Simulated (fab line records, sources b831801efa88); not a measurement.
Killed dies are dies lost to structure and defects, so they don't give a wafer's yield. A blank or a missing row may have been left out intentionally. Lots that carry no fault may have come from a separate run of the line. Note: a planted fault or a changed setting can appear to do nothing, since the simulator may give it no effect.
Which of the tools did it? | flow sky130 | at 1 step of a route of 708, 12 lots with 36 wafers sampled

WHAT THE GAUGES SHOWED, per wafer
SKY_VT_ADJUST_HVTR_TW_MEAS_11.
lot  | measured     | on            | VT_ADJUST_HVTR_TW
L639 | day 10 05:49 | film_metro-04 | 216.4 217.3 216.0
L638 | day 10 07:41 | film_metro-04 | 215.5 216.5 215.9
L640 | day 10 10:10 | film_metro-04 | 216.2 218.1 216.7
L643 | day 11 00:22 | film_metro-03 | 212.5 214.0 213.7
L647 | day 12 16:47 | film_metro-04 | 215.4 214.7 215.5
L648 | day 12 18:38 | film_metro-04 | 216.5 214.6 216.6
L651 | day 13 20:40 | film_metro-04 | 214.5 213.6 215.3
L654 | day 15 00:33 | film_metro-04 | 216.5 216.6 217.3
L656 | day 15 10:40 | film_metro-03 | 212.0 212.2 211.5
L655 | day 15 12:24 | film_metro-04 | 216.6 216.1 216.2
L657 | day 15 16:52 | film_metro-02 | 210.6 211.8 211.0
L658 | day 15 21:32 | film_metro-03 | 211.0 211.9 212.1

WHAT TOOL EACH LOT RAN ON (gives the tool, then ch and the chambers of the sampled wafers, and finally the start)
Before these readings, the record contains no process step.

WHAT THE TOOLS THEMSELVES READ (means of the sampled wafers that have a number; where no wafer has one, the mark that the record gives instead)
The record holds no such reading with a usual standard deviation.

THE ANSWER, worked out from the rows above alone
Rule: what is usual is taken from the lots themselves. Put in order of their means at a reading, lots are off if they are a third of the lots or fewer, leave a main group of 4 or more, and stand apart from it by a gap of 3 or more times the standard deviation of the main group's means; of several such gaps the widest counts. Not used: any main group whose means are identical at the precision the tables above print for the reading. A lot without any number at a reading at which 4 lots or more have one is off too. Where the step has rows for the other lots, those lots are counted as sound. Order of review: gauges by route order, followed by the tools' own readings, for which a lot's mean as printed above is used. At the first step where some lot is off, the reading lying furthest off is the one used; lots without a number count as furthest.
Nothing can be told from this: no lot is off at any reading shown.

WHAT WAS PUT IN BY THE SIMULATOR
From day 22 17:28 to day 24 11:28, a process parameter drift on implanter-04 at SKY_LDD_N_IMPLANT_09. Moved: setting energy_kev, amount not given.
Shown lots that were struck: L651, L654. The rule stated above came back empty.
